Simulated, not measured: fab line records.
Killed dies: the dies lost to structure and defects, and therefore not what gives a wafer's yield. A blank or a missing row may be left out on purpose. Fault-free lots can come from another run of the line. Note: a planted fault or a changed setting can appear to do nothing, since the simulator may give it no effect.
fab line records	flow gf180mcu	part 1 of 2: steps 1 to 24 of 33
record: lots: 5	wafers: 15	last_day: 33
route steps=602 shown M1@320 V1@335
lots untouched by any fault: they come from a run of this same line in which no faults occurred
start_h: the number of hours between the record's first day and the start of the first shown wafer of the lot	wait_h: hours since the lot's step before	" as in the row above	L1.1+2: several wafers, shown together as one row	- no value, or no start given	* or withheld: withheld	< > ~ a bound
route shown NAME@n: a module of which the file shows steps, and the number in the route of the first	usual: mean/standard deviation taken from wafers without a fault	same: alike in all rows	chamber/n: place in a boat	sites: readings site by site	_std_site: the standard deviation of these	_edge_site: mean of outer sites minus mean of inner sites	radius_mm: how far each site lies from the wafer's centre	mask NAME#n: copy n	behind: the most recent tool/chamber to have shaped the wafer	hold: why the lot was held/for how many hours/how that ended	device: names the non-switching transistor (n, p or np)	end of line: the route-end tests of the same wafers	a step with no rows: only its recipe	killed: dies that structure and defects cost at the first sort, which is not the same as the wafer's yield	map: the dies of a wafer, with x for killed, . for not killed, _ for no die there
set.NAME: the setting as run; set.NAME@STEP: as run at that earlier step	model.NAME: the simulator's own value behind a step, which no gauge read
lots at some steps of the route; a table a step, a row a wafer
services: when a tool's chamber went out of use (start_h, in hours from the record's first day, below 0 if earlier), for how many hours, and the reason
== steps ==
step: GF_M1_RS_MEAS_05
recipe: thk_meas_gauge: four-point-probe	reads: TiN_of_M1_SPUTTER_04+Ti_of_M1_SPUTTER_03+AlCu_of_M1_SPUTTER_02+TiN_of_M1_SPUTTER_01+Ti_of_M1_SPUTTER_00
usual: M1_ALCU_RS: 0.0695/0.00079
lot.wafer	tool	chamber	start_h	wait_h	M1_ALCU_RS[ohm/sq]
L074.2	film_metro-04	-	361.40	0.0	0.0685
L074.3	"	-	"	"	0.0698
L074.4	"	-	"	"	0.0684
L078.4	film_metro-02	-	403.60	0.1	0.0711
L078.5	"	-	"	"	0.0707
L078.6	"	-	"	"	0.0703
L081.2	film_metro-04	-	424.53	0.0	0.0679
L081.5	"	-	"	"	0.0682
L081.6	"	-	"	"	0.0684
L092.1	film_metro-02	-	516.11	0.0	0.0706
L092.3	"	-	"	"	0.0701
L092.6	"	-	"	"	0.0705
L095.2	film_metro-03	-	538.37	0.0	0.0683
L095.4	"	-	"	"	0.0681
L095.6	"	-	"	"	0.0685
step: GF_M1_THK_MEAS_06
recipe: thk_meas_gauge: xrf	reads: AlCu_of_M1_SPUTTER_02
usual: M1_ALCU_THK: 451/5.1
lot.wafer	tool	chamber	start_h	wait_h	M1_ALCU_THK[nm]
L074.2	film_metro-04	-	361.51	0.1	459
L074.3	"	-	"	"	450
L074.4	"	-	"	"	457
L078.4	film_metro-02	-	403.69	0.1	441
L078.5	"	-	"	"	444
L078.6	"	-	"	"	448
L081.2	film_metro-04	-	424.64	0.1	459
L081.5	"	-	"	"	456
L081.6	"	-	"	"	457
L092.1	film_metro-02	-	516.23	0.1	443
L092.3	"	-	"	"	446
L092.6	"	-	"	"	446
L095.2	film_metro-03	-	538.48	0.1	457
L095.4	"	-	"	"	459
L095.6	"	-	"	"	456
step: GF_M1_DEHYDRATE_07
recipe: temp_c: 200	time_s: 60
usual: exhaust_pa: 44.9/0.87	plate_temp_C: 200.00/0.16
lot.wafer	tool	chamber	start_h	wait_h	exhaust_pa	plate_temp_C
L074.2	litho_track-03	0	372.02	10.5	44.3	200.01
L074.3	"	0	"	"	44.6	199.86
L074.4	"	0	"	"	45.6	199.91
L078.4	litho_track-04	0	414.64	10.9	45.5	199.92
L078.5	"	0	"	"	44.6	200.02
L078.6	"	0	"	"	44.1	199.78
L081.2	litho_track-03	0	436.17	11.5	45.4	200.19
L081.5	"	0	"	"	46.3	200.19
L081.6	"	0	"	"	45.2	200.04
L092.1	litho_track-03	0	526.54	10.3	45.3	200.00
L092.3	"	0	"	"	43.8	199.99
L092.6	"	0	"	"	46.7	199.95
L095.2	litho_track-03	0	548.82	10.3	45.8	199.54
L095.4	"	0	"	"	45.2	199.79
L095.6	"	0	"	"	44.7	199.80
step: GF_M1_HMDS_08
recipe: prime_time_s: 60	prime_temp_c: 120
usual: exhaust_pa: 45.0/0.9
lot.wafer	tool	chamber	start_h	wait_h	exhaust_pa
L074.2	litho_track-03	0	372.17	0.1	46.3
L074.3	"	0	"	"	46.1
L074.4	"	0	"	"	43.8
L078.4	litho_track-04	0	414.79	0.1	45.9
L078.5	"	0	"	"	45.3
L078.6	"	0	"	"	44.1
L081.2	litho_track-03	0	436.32	0.1	45.1
L081.5	"	0	"	"	46.6
L081.6	"	0	"	"	45.0
L092.1	litho_track-03	0	526.69	0.1	44.9
L092.3	"	0	"	"	45.1
L092.6	"	0	"	"	43.6
L095.2	litho_track-03	0	548.97	0.1	44.6
L095.4	"	0	"	"	44.9
L095.6	"	0	"	"	45.5
step: GF_M1_COAT_09
recipe: resist: KrF	spin_rpm: withheld	resist_thk_nm: 1000
usual: exhaust_pa: 44.9/0.86
lot.wafer	tool	chamber	start_h	wait_h	exhaust_pa
L074.2	litho_track-03	0	372.32	0.1	44.7
L074.3	"	0	"	"	44.6
L074.4	"	0	"	"	44.9
L078.4	litho_track-04	0	414.94	0.1	44.0
L078.5	"	0	"	"	44.0
L078.6	"	0	"	"	44.5
L081.2	litho_track-03	0	436.47	0.1	45.0
L081.5	"	0	"	"	45.9
L081.6	"	0	"	"	44.0
L092.1	litho_track-03	0	526.84	0.1	44.7
L092.3	"	0	"	"	44.5
L092.6	"	0	"	"	47.9
L095.2	litho_track-03	0	549.12	0.1	45.2
L095.4	"	0	"	"	42.9
L095.6	"	0	"	"	46.0
step: GF_M1_SOFTBAKE_10
recipe: temp_c: 130	time_s: 60	resist: KrF
usual: exhaust_pa: 45.1/0.88	plate_temp_C: 129.99/0.13
lot.wafer	tool	chamber	start_h	wait_h	exhaust_pa	plate_temp_C
L074.2	litho_track-03	0	372.47	0.1	44.4	130.11
L074.3	"	0	"	"	44.5	130.01
L074.4	"	0	"	"	45.5	130.09
L078.4	litho_track-04	0	415.09	0.1	44.7	129.89
L078.5	"	0	"	"	44.2	129.91
L078.6	"	0	"	"	44.1	129.89
L081.2	litho_track-03	0	436.62	0.1	44.8	130.03
L081.5	"	0	"	"	44.2	129.91
L081.6	"	0	"	"	45.3	129.77
L092.1	litho_track-03	0	526.99	0.1	46.5	129.90
L092.3	"	0	"	"	46.5	129.73
L092.6	"	0	"	"	46.8	129.94
L095.2	litho_track-03	0	549.27	0.1	44.5	129.91
L095.4	"	0	"	"	43.1	130.06
L095.6	"	0	"	"	44.0	129.94
step: GF_M1_EXPOSE_11
recipe: mask_id: Metal1	target_cd_nm: 230	na: 0.68	source_shape: conventional	sigma_outer: 0.6	dose_mj: 28
usual: exposure_dose_mJ_cm2: 28.00/0.032	focus_offset_nm: 0.0/0.47
lot.wafer	tool	chamber	start_h	wait_h	mask	exposure_dose_mJ_cm2	focus_offset_nm
L074.2	krf_scanner-02	0	-	-	Metal1#0	27.99	0.0
L074.3	"	0	"	"	Metal1#0	27.94	-0.4
L074.4	"	0	"	"	Metal1#0	27.95	-0.4
L078.4	krf_scanner-02	0	-	-	Metal1#0	27.98	0.2
L078.5	"	0	"	"	Metal1#0	28.02	0.5
L078.6	"	0	"	"	Metal1#0	28.03	0.9
L081.2	krf_scanner-01	0	-	-	Metal1#0	27.95	0.1
L081.5	"	0	"	"	Metal1#0	27.96	0.1
L081.6	"	0	"	"	Metal1#0	27.96	0.3
L092.1	krf_scanner-02	0	-	-	Metal1#0	27.99	-0.5
L092.3	"	0	"	"	Metal1#0	28.01	-0.5
L092.6	"	0	"	"	Metal1#0	28.04	-0.3
L095.2	krf_scanner-01	0	-	-	Metal1#0	27.98	0.1
L095.4	"	0	"	"	Metal1#0	28.01	0.1
L095.6	"	0	"	"	Metal1#0	27.97	-0.1
step: GF_M1_PEB_12
recipe: peb_temp_c: 135	peb_time_s: 90	resist: KrF
usual: exhaust_pa: 44.8/0.78	plate_temp_C: 135.03/0.13
lot.wafer	tool	chamber	start_h	wait_h	exhaust_pa	plate_temp_C
L074.2	litho_track-04	0	-	-	45.3	135.19
L074.3	"	0	"	"	44.1	135.16
L074.4	"	0	"	"	45.1	135.15
L078.4	litho_track-04	0	-	-	45.3	134.97
L078.5	"	0	"	"	44.7	135.02
L078.6	"	0	"	"	44.4	134.96
L081.2	litho_track-04	0	-	-	43.7	135.00
L081.5	"	0	"	"	45.0	134.87
L081.6	"	0	"	"	44.3	134.62
L092.1	litho_track-03	0	-	-	44.4	135.15
L092.3	"	0	"	"	45.0	135.12
L092.6	"	0	"	"	44.9	135.06
L095.2	litho_track-04	0	-	-	44.8	135.08
L095.4	"	0	"	"	46.3	134.96
L095.6	"	0	"	"	43.4	135.12
step: GF_M1_DEVELOP_13
recipe: develop_time_s: 60	dev_temp_c: 21
usual: exhaust_pa: 45.2/0.78
lot.wafer	tool	chamber	start_h	wait_h	exhaust_pa
L074.2	litho_track-04	0	383.39	0.2	45.7
L074.3	"	0	"	"	46.9
L074.4	"	0	"	"	46.9
L078.4	litho_track-04	0	426.09	0.1	44.1
L078.5	"	0	"	"	45.5
L078.6	"	0	"	"	44.8
L081.2	litho_track-04	0	448.69	0.2	43.8
L081.5	"	0	"	"	43.5
L081.6	"	0	"	"	44.0
L092.1	litho_track-03	0	538.59	0.2	46.0
L092.3	"	0	"	"	45.8
L092.6	"	0	"	"	45.3
L095.2	litho_track-04	0	559.79	0.2	45.5
L095.4	"	0	"	"	44.5
L095.6	"	0	"	"	44.2
step: GF_M1_CD_MEAS_14
recipe: target_cd_nm: 230
usual: cd_nm: 229.7/1.4
lot.wafer	tool	chamber	start_h	wait_h	cd_nm
L074.2	cd_sem-02	-	383.54	0.1	229.8
L074.3	"	-	"	"	228.6
L074.4	"	-	"	"	230.4
L078.4	cd_sem-01	-	426.23	0.1	230.4
L078.5	"	-	"	"	231.3
L078.6	"	-	"	"	230.6
L081.2	cd_sem-01	-	448.84	0.1	231.0
L081.5	"	-	"	"	228.4
L081.6	"	-	"	"	228.5
L092.1	cd_sem-01	-	538.74	0.1	230.5
L092.3	"	-	"	"	230.1
L092.6	"	-	"	"	231.0
L095.2	cd_sem-02	-	559.94	0.1	229.6
L095.4	"	-	"	"	230.9
L095.6	"	-	"	"	230.9
step: GF_M1_OVL_MEAS_15
usual: M1_OVL: 4/5.7
lot.wafer	tool	chamber	start_h	wait_h	M1_OVL[nm]
L074.2	overlay-01	-	383.65	0.1	6
L074.3	"	-	"	"	2
L074.4	"	-	"	"	3
L078.4	overlay-01	-	426.31	0.1	10
L078.5	"	-	"	"	11
L078.6	"	-	"	"	13
L081.2	overlay-01	-	448.94	0.1	1
L081.5	"	-	"	"	3
L081.6	"	-	"	"	0
L092.1	overlay-02	-	538.86	0.1	2
L092.3	"	-	"	"	3
L092.6	"	-	"	"	7
L095.2	overlay-02	-	560.04	0.1	-6
L095.4	"	-	"	"	-3
L095.6	"	-	"	"	-1
step: GF_M1_METAL_ETCH_16
recipe: chemistry: Cl2/BCl3	mask_material: KrF	target_depth_nm: 750.8	stop_on: SiO2	pressure_mtorr: 8	icp_w: 800	bias_w: 140	Cl2_flow_sccm: 80	bcl3_flow_sccm: 40	time_s: 125.1
usual: bcl3_flow_sccm: 40.01/0.12	bias_w: 139.9/0.42	drypump_motor_current_A: 5.5/0.4	he_backside_leak_sccm: 3.30/0.17	oes_product_au: 0.992/0.0054	throttle_valve_pct: 28.228/0.0093
lot.wafer	tool	chamber	start_h	wait_h	bcl3_flow_sccm	bias_w	drypump_motor_current_A	he_backside_leak_sccm	oes_product_au	rf_hours_counter_h	throttle_valve_pct
L074.2	rie_metal-02	1	383.68	0.0	39.93	140.2	6.3	3.37	0.987	10	28.243
L074.3	"	0	"	"	39.91	139.8	6.2	3.40	0.992	-	28.213
L074.4	"	1	"	"	39.89	140.7	6.3	3.15	0.991	-	28.225
L078.4	rie_metal-04	1	426.45	0.1	40.11	139.4	5.0	3.48	0.995	-	28.232
L078.5	"	1	"	"	40.02	139.9	5.0	3.51	0.990	-	28.224
L078.6	"	1	"	"	39.88	139.6	5.1	3.53	0.996	-	28.243
L081.2	rie_metal-02	1	448.97	0.0	40.16	139.9	6.3	3.34	0.990	12	28.218
L081.5	"	1	"	"	40.00	140.3	6.3	3.31	0.989	-	28.226
L081.6	"	0	"	"	40.05	139.3	6.2	3.48	0.982	-	28.242
L092.1	rie_metal-02	0	538.90	0.0	40.15	140.3	6.2	3.40	0.994	12	28.233
L092.3	"	0	"	"	40.15	140.7	6.2	3.39	0.988	-	28.216
L092.6	"	0	"	"	40.13	141.2	6.2	3.48	1.004	-	28.218
L095.2	rie_metal-03	0	560.07	0.0	39.90	139.8	5.2	3.38	0.997	10	28.225
L095.4	"	1	"	"	39.95	139.7	5.5	3.13	0.996	-	28.218
L095.6	"	1	"	"	40.05	139.8	5.5	3.17	0.995	-	28.228
step: GF_M1_STRIP_17
recipe: chemistry: O2/N2	power_w: 1400	pressure_mtorr: 1500	platen_temp_c: 250	o2_flow_sccm: 3000	n2_flow_sccm: 300	overash_fraction: 0.5
usual: drypump_motor_current_A: 5.3/0.6	heater_power_w: 318/27	o2_flow_sccm: 2998/7.9	oes_product_au: 0.536/0.0049	platen_temp_c: 250.01/0.2	strip_time_to_endpoint_s: 7.35/0.055
lot.wafer	tool	chamber	start_h	wait_h	drypump_motor_current_A	heater_power_w	o2_flow_sccm	oes_product_au	platen_temp_c	rf_hours_counter_h	strip_time_to_endpoint_s
L074.2	plasma_asher-01	0	383.80	0.1	5.6	282	2989	0.539	249.61	76	7.45
L074.3	"	0	"	"	5.6	278	2977	0.538	249.81	-	7.35
L074.4	"	1	"	"	4.8	273	2989	0.535	249.94	-	7.46
L078.4	plasma_asher-03	0	426.62	0.1	4.7	329	3002	0.538	250.13	-	7.31
L078.5	"	0	"	"	4.7	336	2998	0.533	250.06	-	7.33
L078.6	"	1	"	"	6.1	332	3004	0.531	250.39	-	7.29
L081.2	plasma_asher-03	0	449.10	0.1	4.7	348	3000	0.537	250.30	32	7.39
L081.5	"	0	"	"	4.7	339	3006	0.536	250.12	-	7.44
L081.6	"	1	"	"	6.1	331	2992	0.538	249.83	-	7.36
L092.1	plasma_asher-01	1	539.16	0.2	4.8	268	3006	0.534	249.98	12	7.30
L092.3	"	0	"	"	5.6	296	2988	0.530	250.02	-	7.30
L092.6	"	0	"	"	5.6	293	3004	0.535	250.08	-	7.28
L095.2	plasma_asher-03	0	560.20	0.1	4.7	328	3000	0.534	249.79	43	7.35
L095.4	"	0	"	"	4.7	326	2999	0.533	250.13	-	7.30
L095.6	"	1	"	"	6.1	331	2992	0.535	249.54	-	7.31
step: GF_M1_STRIP_18
recipe: chemistry: post_etch_residue_remover	time_s: 1200	temp_c: 72.5
lot.wafer	tool	chamber	start_h	wait_h
L074.2+3+4	wet_bench-02	2	383.90	0.1
L078.4+5+6	wet_bench-01	1	426.68	0.0
L081.2+5+6	wet_bench-02	1	449.20	0.1
L092.1+3+6	wet_bench-01	0	539.26	0.1
L095.2+4+6	wet_bench-03	0	560.30	0.1
step: GF_M1_CLEAN_19
recipe: chemistry: DIW	dry: n2_spin
lot.wafer	tool	chamber	start_h	wait_h
L074.2+3+4	wet_bench-03	0	384.25	0.0
L078.4+5+6	wet_bench-03	1	427.02	0.0
L081.2+5+6	wet_bench-01	0	449.54	0.0
L092.1+3+6	wet_bench-03	3	539.63	0.0
L095.2+4+6	wet_bench-01	0	560.67	0.0
step: GF_V1_CVD_00
recipe: material: SiO2	target_thk_nm: 600	sigma_open_frac: 0.3	temp_c: 400	time_s: 100	sih4_flow_sccm: 60	pressure_mtorr: 6
lot.wafer	tool	chamber	start_h	wait_h
L074.2+3+4	hdpcvd-02	0,1,0	384.34	0.0
L078.4+5+6	hdpcvd-01	1,2,0	427.15	0.0
L081.2+5+6	hdpcvd-01	1,2,0	449.64	0.0
L092.1+3+6	hdpcvd-01	1,1,2	539.72	0.0
L095.2+4+6	hdpcvd-01	0,0,2	560.77	0.0
step: GF_V1_THK_MEAS_01
recipe: reads: SiO2_of_V1_CVD_00
usual: V1_CVD_00_THK: 600/5.4
lot.wafer	tool	chamber	start_h	wait_h	V1_CVD_00_THK[nm]
L074.2	film_metro-02	-	384.42	0.0	604
L074.3	"	-	"	"	605
L074.4	"	-	"	"	591
L078.4	film_metro-01	-	427.22	0.0	599
L078.5	"	-	"	"	603
L078.6	"	-	"	"	598
L081.2	film_metro-01	-	449.73	0.0	607
L081.5	"	-	"	"	598
L081.6	"	-	"	"	602
L092.1	film_metro-04	-	539.83	0.1	606
L092.3	"	-	"	"	602
L092.6	"	-	"	"	594
L095.2	film_metro-02	-	560.85	0.0	592
L095.4	"	-	"	"	596
L095.6	"	-	"	"	591
step: GF_V1_CVD_02
recipe: material: SiO2	target_thk_nm: 850	precursor: TEOS	temp_c: 400	time_s: 94.851	rf_w: 600
usual: heater_power_w: 633/81
lot.wafer	tool	chamber	start_h	wait_h	heater_power_w	since_wet_clean_h
L074.2	pecvd-04	0	384.47	0.0	741	418
L074.3	"	2	"	"	699	418
L074.4	"	0	"	"	763	-
L078.4	pecvd-03	0	427.28	0.1	553	-
L078.5	"	2	"	"	659	-
L078.6	"	1	"	"	644	-
L081.2	pecvd-03	1	449.78	0.0	640	692
L081.5	"	1	"	"	528	-
L081.6	"	0	"	"	538	-
L092.1	pecvd-01	0	539.89	0.1	625	157
L092.3	"	1	"	"	608	157
L092.6	"	2	"	"	755	-
L095.2	pecvd-01	2	560.90	0.0	696	178
L095.4	"	2	"	"	712	-
L095.6	"	0	"	"	716	-
step: GF_V1_THK_MEAS_03
recipe: reads: SiO2_of_V1_CVD_02
usual: V1_CVD_02_THK: 846/12
lot.wafer	tool	chamber	start_h	wait_h	V1_CVD_02_THK[nm]
L074.2	film_metro-04	-	384.55	0.0	846
L074.3	"	-	"	"	836
L074.4	"	-	"	"	855
L078.4	film_metro-02	-	427.35	0.0	873
L078.5	"	-	"	"	860
L078.6	"	-	"	"	866
L081.2	film_metro-02	-	449.86	0.0	846
L081.5	"	-	"	"	856
L081.6	"	-	"	"	859
L092.1	film_metro-02	-	539.96	0.0	840
L092.3	"	-	"	"	835
L092.6	"	-	"	"	850
L095.2	film_metro-01	-	560.98	0.0	835
L095.4	"	-	"	"	842
L095.6	"	-	"	"	857
step: GF_V1_CMP_04
recipe: material: SiO2	down_force_psi: 4	platen_rpm: 60	pad_velocity_m_s: 0.94248
usual: motor_current_A: 12.0/0.64	slurry_filter_dp_kPa: 13.52/0.13	slurry_flow_ml_min: 150.0/0.48	time_to_endpoint_s: 81/5.6
lot.wafer	tool	chamber	start_h	wait_h	motor_current_A	slurry_filter_dp_kPa	slurry_flow_ml_min	time_to_endpoint_s
L074.4	cmp-01	0	384.60	0.0	12.9	13.24	149.8	84
L074.3	"	1	"	"	12.2	13.63	148.9	77
L074.2	"	3	"	"	11.1	13.44	150.1	81
L078.4	cmp-02	3	427.38	0.0	13.0	13.42	150.2	88
L078.5	"	3	"	"	12.8	13.35	150.6	86
L078.6	"	0	"	"	11.7	13.74	150.4	92
L081.2	cmp-01	3	450.06	0.2	12.3	13.58	150.8	79
L081.6	"	0	"	"	12.4	13.56	150.0	85
L081.5	"	1	"	"	11.7	13.62	149.8	82
L092.3	cmp-02	3	540.02	0.0	13.4	13.56	149.6	75
L092.1	"	0	"	"	11.6	13.81	150.3	80
L092.6	"	0	"	"	11.5	13.46	150.2	83
L095.4	cmp-01	0	561.03	0.0	12.9	13.43	150.5	79
L095.2	"	2	"	"	11.3	13.51	150.2	73
L095.6	"	0	"	"	12.0	13.30	150.2	85
step: GF_V1_BOW_MEAS_05
recipe: mode: bow
usual: V1_BOW: 83/7.7
lot.wafer	tool	chamber	start_h	wait_h	V1_BOW[um]
L074.2	film_metro-02	-	384.92	0.1	92
L074.3	"	-	"	"	81
L074.4	"	-	"	"	71
L078.4	film_metro-01	-	427.74	0.3	75
L078.5	"	-	"	"	84
L078.6	"	-	"	"	89
L081.2	film_metro-02	-	450.23	0.1	85
L081.5	"	-	"	"	88
L081.6	"	-	"	"	80
L092.1	film_metro-04	-	540.32	0.2	81
L092.3	"	-	"	"	88
L092.6	"	-	"	"	76
L095.2	film_metro-02	-	561.35	0.2	103
L095.4	"	-	"	"	92
L095.6	"	-	"	"	98
step: GF_V1_DEHYDRATE_06
recipe: temp_c: 200	time_s: 60
usual: exhaust_pa: 45.0/0.86	plate_temp_C: 200.00/0.16
lot.wafer	tool	chamber	start_h	wait_h	exhaust_pa	plate_temp_C
L074.2	litho_track-02	0	396.02	11.1	46.6	200.05
L074.3	"	0	"	"	45.8	199.78
L074.4	"	0	"	"	45.5	200.09
L078.4	litho_track-01	0	439.34	11.6	44.9	200.04
L078.5	"	0	"	"	45.9	200.14
L078.6	"	0	"	"	44.8	200.12
L081.2	litho_track-01	0	461.74	11.5	44.1	199.96
L081.5	"	0	"	"	45.5	199.90
L081.6	"	0	"	"	45.5	200.22
L092.1	litho_track-03	0	550.64	10.3	45.2	199.85
L092.3	"	0	"	"	44.5	200.15
L092.6	"	0	"	"	45.3	199.99
L095.2	litho_track-03	0	571.82	10.4	46.0	200.04
L095.4	"	0	"	"	46.0	199.88
L095.6	"	0	"	"	45.9	199.87
step: GF_V1_HMDS_07
recipe: prime_time_s: 60	prime_temp_c: 120
usual: exhaust_pa: 45.0/0.91
lot.wafer	tool	chamber	start_h	wait_h	exhaust_pa
L074.2	litho_track-02	0	396.17	0.1	45.2
L074.3	"	0	"	"	44.9
L074.4	"	0	"	"	45.3
L078.4	litho_track-01	0	439.49	0.1	45.8
L078.5	"	0	"	"	46.8
L078.6	"	0	"	"	46.2
L081.2	litho_track-01	0	461.89	0.1	44.9
L081.5	"	0	"	"	45.1
L081.6	"	0	"	"	45.9
L092.1	litho_track-03	0	550.79	0.1	45.7
L092.3	"	0	"	"	45.4
L092.6	"	0	"	"	44.8
L095.2	litho_track-03	0	571.97	0.1	44.4
L095.4	"	0	"	"	44.5
L095.6	"	0	"	"	43.9
step: GF_V1_COAT_08
recipe: resist: BARC	temp_c: withheld	time_s: withheld	spin_rpm: withheld	resist_thk_nm: withheld
usual: exhaust_pa: 45.2/0.94
lot.wafer	tool	chamber	start_h	wait_h	exhaust_pa
L074.2	litho_track-02	0	396.32	0.1	45.8
L074.3	"	0	"	"	45.6
L074.4	"	0	"	"	45.8
L078.4	litho_track-01	0	439.64	0.1	44.8
L078.5	"	0	"	"	43.8
L078.6	"	0	"	"	44.7
L081.2	litho_track-01	0	462.04	0.1	45.6
L081.5	"	0	"	"	46.0
L081.6	"	0	"	"	45.0
L092.1	litho_track-03	0	550.94	0.1	46.1
L092.3	"	0	"	"	45.7
L092.6	"	0	"	"	46.9
L095.2	litho_track-03	0	572.12	0.1	44.7
L095.4	"	0	"	"	45.7
L095.6	"	0	"	"	43.7
